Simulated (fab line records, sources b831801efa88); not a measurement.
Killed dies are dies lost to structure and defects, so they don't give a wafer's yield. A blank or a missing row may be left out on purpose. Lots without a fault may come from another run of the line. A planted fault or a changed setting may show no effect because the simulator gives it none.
fab line records | flow sky130 | part 1 of 2: steps 1 to 26 of 38
record lots=5 wafers=15 last_day=50
route steps=708 shown SONOS_TUNNEL@157 SONOS_ONO@168 GATE_OXIDE@187
lots that met no fault: from a run of the same line without faults
start_h: hours from the record's first day to the start of the lot's first wafer shown | wait_h: hours since the lot's step before | " the same as in the row above | L1.1+2: a row that stands for several wafers | - no value, or no start given | * or withheld: withheld | < > ~ a bound
route shown NAME@n: a module of which the file shows steps, and the number in the route of the first | usual: mean/standard deviation of fault-free wafers | same: alike in all rows | chamber/n: place in a boat | sites: the reading at each site | _std_site: their standard deviation | _edge_site: outer sites' mean less inner sites' | radius_mm: how far each site lies from the wafer's centre | mask NAME#n: copy n | behind: the tool/chamber that last shaped the wafer | hold: why the lot was held/for how many hours/how that ended | device: the transistor (n, p or np) that didn't switch | end of line: the same wafers' tests at the end of the route | a step without rows: its recipe alone | killed: dies lost to structure and defects at the first sort, not the wafer's yield | map: a wafer's dies, x killed, . not, _ none there
set.NAME: the setting as run; set.NAME@STEP: as run at that earlier step | model.NAME: the simulator's own value behind a step, which no gauge read
lots at some steps of the route; a table a step, a row a wafer
services: from which hour (start_h, from the record's first day; less than 0 if before it) a tool's chamber was out of use, for how many hours, and why
## steps
# step SKY_SONOS_TUNNEL_SOFTBAKE_03
# recipe temp_c=90 time_s=60 resist=NOVOLAK
# usual exhaust_pa=45.1/0.86
# columns lot.wafer tool chamber start_h wait_h exhaust_pa
L076.1 litho_track-03 0 259.16 0.1 43.4
L076.2 " 0 " " 45.1
L076.6 " 0 " " 44.6
L080.1 litho_track-03 0 293.01 0.1 43.5
L080.5 " 0 " " 44.7
L080.6 " 0 " " 43.6
L082.1 litho_track-01 0 311.05 0.1 44.5
L082.2 " 0 " " 44.4
L082.5 " 0 " " 46.0
L087.1 litho_track-01 0 358.10 0.1 46.5
L087.2 " 0 " " 44.5
L087.4 " 0 " " 45.2
L088.1 litho_track-02 0 366.75 0.1 45.8
L088.5 " 0 " " 46.1
L088.6 " 0 " " 45.3
# step SKY_SONOS_TUNNEL_EXPOSE_04
# recipe mask_id=TUNM na=0.6 source_shape=conventional sigma_outer=0.6 polarization=unpolarized target_cd_nm=410 dose_mj=136
# columns lot.wafer tool chamber start_h wait_h mask
L076.1+2+6 iline_stepper-01 0 - - TUNM#0
L080.1+5+6 iline_stepper-02 0 - - TUNM#0
L082.1+2+5 iline_stepper-02 0 - - TUNM#0
L087.1+2+4 iline_stepper-02 0 - - TUNM#0
L088.1+5+6 iline_stepper-01 0 - - TUNM#0
# step SKY_SONOS_TUNNEL_PEB_05
# recipe temp_c=withheld time_s=* resist=NOVOLAK
# usual exhaust_pa=45.0/0.91
# columns lot.wafer tool chamber start_h wait_h exhaust_pa
L076.1 litho_track-01 0 - - 45.4
L076.2 " 0 " " 44.3
L076.6 " 0 " " 45.6
L080.1 litho_track-02 0 - - 44.0
L080.5 " 0 " " 44.6
L080.6 " 0 " " 45.9
L082.1 litho_track-03 0 - - 44.1
L082.2 " 0 " " 44.5
L082.5 " 0 " " 43.8
L087.1 litho_track-03 0 - - 46.9
L087.2 " 0 " " 45.6
L087.4 " 0 " " 45.9
L088.1 litho_track-02 0 - - 45.2
L088.5 " 0 " " 45.4
L088.6 " 0 " " 44.9
# step SKY_SONOS_TUNNEL_DEVELOP_06
# recipe resist=NOVOLAK developer=TMAH develop_time_s=60 dev_temp_c=23
# usual exhaust_pa=45.0/0.82
# columns lot.wafer tool chamber start_h wait_h exhaust_pa
L076.1 litho_track-01 0 272.35 0.1 44.6
L076.2 " 0 " " 46.5
L076.6 " 0 " " 47.1
L080.1 litho_track-02 0 306.45 0.1 45.0
L080.5 " 0 " " 44.6
L080.6 " 0 " " 44.9
L082.1 litho_track-03 0 325.36 0.1 44.6
L082.2 " 0 " " 44.7
L082.5 " 0 " " 44.0
L087.1 litho_track-03 0 373.11 0.1 45.2
L087.2 " 0 " " 45.9
L087.4 " 0 " " 45.4
L088.1 litho_track-02 0 383.00 0.1 44.7
L088.5 " 0 " " 45.7
L088.6 " 0 " " 43.4
# step SKY_SONOS_TUNNEL_CD_MEAS_07
# recipe target_cd_nm=410
# usual cd_nm=409.8/2.5
# columns lot.wafer tool chamber start_h wait_h cd_nm
L076.1 cd_sem-02 - 272.50 0.1 410.3
L076.2 " - " " 411.3
L076.6 " - " " 412.7
L080.1 cd_sem-02 - 306.60 0.1 407.5
L080.5 " - " " 409.6
L080.6 " - " " 409.0
L082.1 cd_sem-02 - 325.51 0.1 408.8
L082.2 " - " " 408.7
L082.5 " - " " 409.1
L087.1 cd_sem-02 - 373.26 0.1 406.1
L087.2 " - " " 407.4
L087.4 " - " " 408.8
L088.1 cd_sem-01 - 383.15 0.1 405.0
L088.5 " - " " 407.7
L088.6 " - " " 406.2
# step SKY_SONOS_TUNNEL_OVL_MEAS_08
# usual SONOS_TUNNEL_OVL=1.1/1.5
# columns lot.wafer tool chamber start_h wait_h SONOS_TUNNEL_OVL[nm]
L076.1 overlay-01 - 272.62 0.1 -0.6
L076.2 " - " " -0.1
L076.6 " - " " -1.9
L080.1 overlay-01 - 306.72 0.1 1.1
L080.5 " - " " -1.5
L080.6 " - " " -1.2
L082.1 overlay-02 - 325.63 0.1 1.9
L082.2 " - " " 0.5
L082.5 " - " " 0.8
L087.1 overlay-01 - 373.38 0.1 1.2
L087.2 " - " " 0.6
L087.4 " - " " 2.3
L088.1 overlay-02 - 383.27 0.1 2.9
L088.5 " - " " 3.9
L088.6 " - " " 3.1
# step SKY_SONOS_TUNNEL_IMPLANT_09
# recipe species=B energy_kev=20 dose_cm2=1e+12 tilt_deg=withheld
# usual dose_ions_cm2=1e+12/1.1e+09
# columns lot.wafer tool chamber start_h wait_h dose_ions_cm2
L076.1 implanter-03 0 272.65 0.0 1.0017e+12
L076.2 " 0 " " 1.0009e+12
L076.6 " 0 " " 1.0018e+12
L080.1 implanter-02 0 306.76 0.0 1.0008e+12
L080.5 " 0 " " 1.002e+12
L080.6 " 0 " " 1.0024e+12
L082.1 implanter-02 0 325.67 0.0 9.992e+11
L082.2 " 0 " " 9.996e+11
L082.5 " 0 " " 9.998e+11
L087.1 implanter-04 0 373.42 0.0 9.986e+11
L087.2 " 0 " " 9.997e+11
L087.4 " 0 " " 9.998e+11
L088.1 implanter-03 0 383.31 0.0 9.993e+11
L088.5 " 0 " " 1.0003e+12
L088.6 " 0 " " 1.0002e+12
# step SKY_SONOS_TUNNEL_WET_ETCH_10
# recipe chemistry=dHF target_depth_nm=14 target=SiO2 dilution=100:1 temp_c=25 time_s=280
# columns lot.wafer tool chamber start_h wait_h
L076.1+2+6 wet_bench-03 1 272.80 0.1
L080.1+5+6 wet_bench-04 2 306.91 0.1
L082.1+2+5 wet_bench-03 0 325.82 0.1
L087.1+2+4 wet_bench-01 1 373.57 0.1
L088.1+5+6 wet_bench-01 2 383.46 0.1
# step SKY_SONOS_TUNNEL_STRIP_11
# recipe chemistry=SPM time_s=600 temp_c=130
# columns lot.wafer tool chamber start_h wait_h
L076.1+2+6 wet_bench-01 2 272.90 0.0
L080.1+5+6 wet_bench-03 3 306.99 0.0
L082.1+2+5 wet_bench-04 2 325.92 0.0
L087.1+2+4 wet_bench-04 2 373.66 0.0
L088.1+5+6 wet_bench-03 2 383.55 0.0
# step SKY_SONOS_TUNNEL_TW_MEAS_12
# usual SONOS_TUNNEL_TW=198.5/2.6
# columns lot.wafer tool chamber start_h wait_h SONOS_TUNNEL_TW
L076.1 film_metro-04 - 273.09 0.0 200.3
L076.2 " - " " 201.1
L076.6 " - " " 201.0
L080.1 film_metro-04 - 307.17 0.0 201.5
L080.5 " - " " 201.7
L080.6 " - " " 201.9
L082.1 film_metro-03 - 326.10 0.0 195.8
L082.2 " - " " 195.7
L082.5 " - " " 195.6
L087.1 film_metro-04 - 373.83 0.0 200.7
L087.2 " - " " 201.0
L087.4 " - " " 200.5
L088.1 film_metro-03 - 383.73 0.0 195.1
L088.5 " - " " 195.1
L088.6 " - " " 193.6
# step SKY_SONOS_TUNNEL_CLEAN_13
# recipe chemistry=dHF time_s=20 dilution=100:1 dry=ipa_marangoni
# columns lot.wafer tool chamber start_h wait_h
L076.1+2+6 wet_bench-04 0 273.15 0.1
L080.1+5+6 wet_bench-04 2 307.23 0.1
L082.1+2+5 wet_bench-03 0 326.16 0.1
L087.1+2+4 wet_bench-01 0 373.89 0.1
L088.1+5+6 wet_bench-01 3 383.79 0.1
# step SKY_SONOS_ONO_OXIDATION_00
# recipe temp_c=800 ambient=O2 idle_temp_c=700 ramp_up_c_per_min=10 ramp_down_c_per_min=3 stabilise_s=600 purge_s=300 target_thk_a=26 ox_time_s=1249
# usual spike_tc_centre_C=801.5/0.97 zone_power_top_pct=27.2/2.3
# columns lot.wafer tool chamber start_h wait_h spike_tc_centre_C zone_power_top_pct
L076.1 furnace-02 0 273.16 0.0 801.4 25.2
L076.2 " 0 " " 800.3 25.5
L076.6 " 0 " " 800.9 25.5
L080.1 furnace-02 0 307.24 0.0 802.3 25.9
L080.5 " 0 " " 803.4 25.4
L080.6 " 0 " " 802.2 25.7
L082.1 furnace-01 0 326.59 0.4 802.1 30.3
L082.2 " 0 " " 802.8 30.6
L082.5 " 0 " " 800.2 30.1
L087.1 furnace-01 0 374.67 0.8 802.4 30.6
L087.2 " 0 " " 799.9 30.6
L087.4 " 0 " " 802.9 30.3
L088.1 furnace-01 0 384.11 0.3 803.8 30.3
L088.5 " 0 " " 801.8 30.2
L088.6 " 0 " " 800.4 30.3
# step SKY_SONOS_ONO_THK_MEAS_01
# recipe reads=SiO2_of_SONOS_ONO_OXIDATION_00
# usual SONOS_ONO_OXIDATION_THK=2.60/0.06
# columns lot.wafer tool chamber start_h wait_h SONOS_ONO_OXIDATION_THK[nm]
L076.1 film_metro-04 - 274.51 0.0 2.63
L076.2 " - " " 2.63
L076.6 " - " " 2.66
L080.1 film_metro-02 - 308.59 0.0 2.68
L080.5 " - " " 2.69
L080.6 " - " " 2.71
L082.1 film_metro-02 - 327.94 0.0 2.69
L082.2 " - " " 2.61
L082.5 " - " " 2.62
L087.1 film_metro-02 - 376.02 0.0 2.59
L087.2 " - " " 2.58
L087.4 " - " " 2.69
L088.1 film_metro-01 - 385.45 0.0 2.65
L088.5 " - " " 2.64
L088.6 " - " " 2.64
# step SKY_SONOS_ONO_CVD_02
# recipe material=Si3N4 precursor=DCS/NH3 target_thk_nm=10.5 temp_c=770 time_s=180 pressure_mtorr=250
# usual spike_tc_centre_C=770.1/0.99 zone_power_top_pct=23.9/0.39
# columns lot.wafer tool chamber start_h wait_h spike_tc_centre_C zone_power_top_pct
L076.1 lpcvd-02 1 275.52 1.0 770.0 23.7
L076.2 " 1 " " 770.0 23.8
L076.6 " 1 " " 770.5 23.7
L080.1 lpcvd-02 0 309.00 0.4 770.0 24.6
L080.5 " 0 " " 771.6 24.3
L080.6 " 0 " " 769.9 24.2
L082.1 lpcvd-02 1 328.89 0.9 770.3 23.8
L082.2 " 1 " " 770.8 23.7
L082.5 " 1 " " 768.7 23.5
L087.1 lpcvd-02 0 376.08 0.1 770.1 24.3
L087.2 " 0 " " 769.2 24.8
L087.4 " 0 " " 770.4 24.7
L088.1 lpcvd-02 1 385.51 0.1 772.7 24.0
L088.5 " 1 " " 770.4 23.7
L088.6 " 1 " " 772.1 23.8
# step SKY_SONOS_ONO_THK_MEAS_03
# recipe reads=Si3N4_of_SONOS_ONO_CVD_02
# usual SONOS_ONO_CVD_02_THK=10.59/0.16
# columns lot.wafer tool chamber start_h wait_h SONOS_ONO_CVD_02_THK[nm]
L076.1 film_metro-04 - 276.57 0.0 10.33
L076.2 " - " " 10.53
L076.6 " - " " 10.55
L080.1 film_metro-01 - 310.05 0.0 10.57
L080.5 " - " " 10.67
L080.6 " - " " 10.57
L082.1 film_metro-02 - 329.94 0.0 10.92
L082.2 " - " " 10.72
L082.5 " - " " 10.79
L087.1 film_metro-04 - 377.66 0.0 10.54
L087.2 " - " " 10.56
L087.4 " - " " 10.65
L088.1 film_metro-04 - 386.56 0.0 10.58
L088.5 " - " " 10.49
L088.6 " - " " 10.63
# step SKY_SONOS_ONO_CVD_04
# recipe material=SiO2 precursor=SiH4/N2O target_thk_nm=5.7199 temp_c=900 pressure_mtorr=400
# usual spike_tc_centre_C=899.3/1.5 zone_power_top_pct=36.5/0.34
# columns lot.wafer tool chamber start_h wait_h spike_tc_centre_C zone_power_top_pct
L076.1 lpcvd-03 0 276.63 0.1 898.9 36.4
L076.2 " 0 " " 897.4 36.4
L076.6 " 0 " " 897.4 36.9
L080.1 lpcvd-03 0 310.11 0.1 898.9 36.1
L080.5 " 0 " " 900.0 35.9
L080.6 " 0 " " 898.3 36.3
L082.1 lpcvd-03 0 330.00 0.1 899.4 36.0
L082.2 " 0 " " 897.3 36.7
L082.5 " 0 " " 900.5 35.9
L087.1 lpcvd-03 1 377.72 0.1 901.8 36.7
L087.2 " 1 " " 899.9 37.0
L087.4 " 1 " " 899.6 36.5
L088.1 lpcvd-03 0 386.62 0.1 900.5 36.2
L088.5 " 0 " " 899.2 36.7
L088.6 " 0 " " 898.4 36.4
# step SKY_SONOS_ONO_THK_MEAS_05
# recipe reads=SiO2_of_SONOS_ONO_CVD_04
# usual SONOS_ONO_CVD_04_THK=5.66/0.12
# columns lot.wafer tool chamber start_h wait_h SONOS_ONO_CVD_04_THK[nm]
L076.1 film_metro-04 - 277.88 0.0 5.70
L076.2 " - " " 5.58
L076.6 " - " " 5.65
L080.1 film_metro-04 - 311.36 0.0 5.89
L080.5 " - " " 5.69
L080.6 " - " " 5.83
L082.1 film_metro-02 - 331.87 0.0 5.63
L082.2 " - " " 5.64
L082.5 " - " " 5.50
L087.1 film_metro-01 - 378.97 0.0 5.44
L087.2 " - " " 5.50
L087.4 " - " " 5.57
L088.1 film_metro-04 - 387.87 0.0 5.67
L088.5 " - " " 5.58
L088.6 " - " " 5.61
# step SKY_SONOS_ONO_DEHYDRATE_06
# recipe temp_c=200 time_s=60
# usual exhaust_pa=45.1/0.98
# columns lot.wafer tool chamber start_h wait_h exhaust_pa
L076.1 litho_track-04 0 289.83 11.9 45.3
L076.2 " 0 " " 46.4
L076.6 " 0 " " 46.5
L080.1 litho_track-01 0 324.85 13.5 44.0
L080.5 " 0 " " 45.2
L080.6 " 0 " " 43.5
L082.1 litho_track-04 0 345.58 13.7 45.2
L082.2 " 0 " " 46.9
L082.5 " 0 " " 44.1
L087.1 litho_track-04 0 394.08 15.1 44.6
L087.2 " 0 " " 44.2
L087.4 " 0 " " 45.1
L088.1 litho_track-02 0 402.60 14.7 44.4
L088.5 " 0 " " 44.3
L088.6 " 0 " " 44.6
# step SKY_SONOS_ONO_HMDS_07
# recipe prime_time_s=60 prime_temp_c=120
# usual exhaust_pa=45.1/0.82
# columns lot.wafer tool chamber start_h wait_h exhaust_pa
L076.1 litho_track-04 0 289.98 0.1 44.4
L076.2 " 0 " " 45.0
L076.6 " 0 " " 45.8
L080.1 litho_track-01 0 325.00 0.1 45.9
L080.5 " 0 " " 44.9
L080.6 " 0 " " 43.6
L082.1 litho_track-04 0 345.73 0.1 44.1
L082.2 " 0 " " 44.5
L082.5 " 0 " " 45.4
L087.1 litho_track-04 0 394.23 0.1 45.1
L087.2 " 0 " " 45.6
L087.4 " 0 " " 45.8
L088.1 litho_track-02 0 402.75 0.1 42.9
L088.5 " 0 " " 44.3
L088.6 " 0 " " 44.2
# step SKY_SONOS_ONO_COAT_08
# recipe resist=NOVOLAK spin_rpm=3000 resist_thk_nm=1140
# usual dispense_pressure_kPa=45.6/1.7 exhaust_pa=44.9/0.87
# columns lot.wafer tool chamber start_h wait_h dispense_pressure_kPa exhaust_pa
L076.1 litho_track-04 0 290.13 0.1 43.6 44.0
L076.2 " 0 " " 43.7 43.9
L076.6 " 0 " " 43.7 44.4
L080.1 litho_track-01 0 325.15 0.1 46.9 44.2
L080.5 " 0 " " 46.9 45.2
L080.6 " 0 " " 46.9 44.1
L082.1 litho_track-04 0 345.88 0.1 43.7 46.3
L082.2 " 0 " " 43.7 45.9
L082.5 " 0 " " 43.7 45.7
L087.1 litho_track-04 0 394.38 0.1 43.7 46.4
L087.2 " 0 " " 43.7 44.9
L087.4 " 0 " " 43.7 46.3
L088.1 litho_track-02 0 402.90 0.1 47.1 45.2
L088.5 " 0 " " 47.1 44.3
L088.6 " 0 " " 47.0 43.8
# step SKY_SONOS_ONO_SOFTBAKE_09
# recipe temp_c=90 time_s=60 resist=NOVOLAK
# usual exhaust_pa=45.0/0.9
# columns lot.wafer tool chamber start_h wait_h exhaust_pa
L076.1 litho_track-04 0 290.28 0.1 45.3
L076.2 " 0 " " 46.0
L076.6 " 0 " " 46.2
L080.1 litho_track-01 0 325.30 0.1 43.9
L080.5 " 0 " " 44.1
L080.6 " 0 " " 45.4
L082.1 litho_track-04 0 346.03 0.1 44.0
L082.2 " 0 " " 43.6
L082.5 " 0 " " 45.5
L087.1 litho_track-04 0 394.53 0.1 45.8
L087.2 " 0 " " 46.2
L087.4 " 0 " " 45.7
L088.1 litho_track-02 0 403.05 0.1 44.1
L088.5 " 0 " " 44.9
L088.6 " 0 " " 45.9
# step SKY_SONOS_ONO_EXPOSE_10
# recipe mask_id=ONOM target_cd_nm=410 na=0.6 source_shape=conventional sigma_outer=0.6 dose_mj=150
# columns lot.wafer tool chamber start_h wait_h mask
L076.1+2+6 iline_stepper-02 0 - - ONOM#0
L080.1+5+6 iline_stepper-01 0 - - ONOM#0
L082.1+2+5 iline_stepper-02 0 - - ONOM#0
L087.1+2+4 iline_stepper-02 0 - - ONOM#0
L088.1+5+6 iline_stepper-02 0 - - ONOM#0
# step SKY_SONOS_ONO_PEB_11
# recipe temp_c=withheld time_s=* resist=NOVOLAK
# usual exhaust_pa=45.0/0.96
# columns lot.wafer tool chamber start_h wait_h exhaust_pa
L076.1 litho_track-01 0 - - 44.5
L076.2 " 0 " " 44.9
L076.6 " 0 " " 45.5
L080.1 litho_track-01 0 - - 45.1
L080.5 " 0 " " 46.0
L080.6 " 0 " " 46.0
L082.1 litho_track-02 0 - - 44.0
L082.2 " 0 " " 44.1
L082.5 " 0 " " 43.2
L087.1 litho_track-01 0 - - 43.9
L087.2 " 0 " " 44.9
L087.4 " 0 " " 44.9
L088.1 litho_track-01 0 - - 44.3
L088.5 " 0 " " 45.3
L088.6 " 0 " " 44.8
# step SKY_SONOS_ONO_DEVELOP_12
# recipe develop_time_s=60 dev_temp_c=23
# usual exhaust_pa=45.0/0.91
# columns lot.wafer tool chamber start_h wait_h exhaust_pa
L076.1 litho_track-01 0 303.55 0.1 45.6
L076.2 " 0 " " 46.2
L076.6 " 0 " " 45.6
L080.1 litho_track-01 0 339.95 0.1 44.3
L080.5 " 0 " " 44.2
L080.6 " 0 " " 44.6
L082.1 litho_track-02 0 361.10 0.1 46.1
L082.2 " 0 " " 45.7
L082.5 " 0 " " 45.7
L087.1 litho_track-01 0 408.79 0.1 46.7
L087.2 " 0 " " 44.8
L087.4 " 0 " " 45.7
L088.1 litho_track-01 0 417.59 0.1 46.4
L088.5 " 0 " " 44.1
L088.6 " 0 " " 45.6
# step SKY_SONOS_ONO_CD_MEAS_13
# recipe target_cd_nm=410
# usual cd_nm=410.4/2.5
# columns lot.wafer tool chamber start_h wait_h cd_nm
L076.1 cd_sem-01 - 303.70 0.1 410.5
L076.2 " - " " 409.3
L076.6 " - " " 407.9
L080.1 cd_sem-01 - 340.10 0.1 409.8
L080.5 " - " " 411.4
L080.6 " - " " 408.9
L082.1 cd_sem-02 - 361.25 0.1 411.1
L082.2 " - " " 409.2
L082.5 " - " " 409.4
L087.1 cd_sem-01 - 408.94 0.1 411.2
L087.2 " - " " 412.6
L087.4 " - " " 412.6
L088.1 cd_sem-02 - 417.74 0.1 411.2
L088.5 " - " " 410.0
L088.6 " - " " 413.1
# step SKY_SONOS_ONO_OVL_MEAS_14
# usual SONOS_ONO_OVL=-0.9/1.5
# columns lot.wafer tool chamber start_h wait_h SONOS_ONO_OVL[nm]
L076.1 overlay-02 - 303.82 0.1 2.5
L076.2 " - " " 3.6
L076.6 " - " " 3.0
L080.1 overlay-01 - 340.22 0.1 -1.8
L080.5 " - " " -0.9
L080.6 " - " " -1.4
L082.1 overlay-01 - 361.37 0.1 0.2
L082.2 " - " " 1.0
L082.5 " - " " 1.0
L087.1 overlay-01 - 409.06 0.1 -1.4
L087.2 " - " " -2.1
L087.4 " - " " 0.4
L088.1 overlay-01 - 417.86 0.1 -3.6
L088.5 " - " " -1.3
L088.6 " - " " -2.2
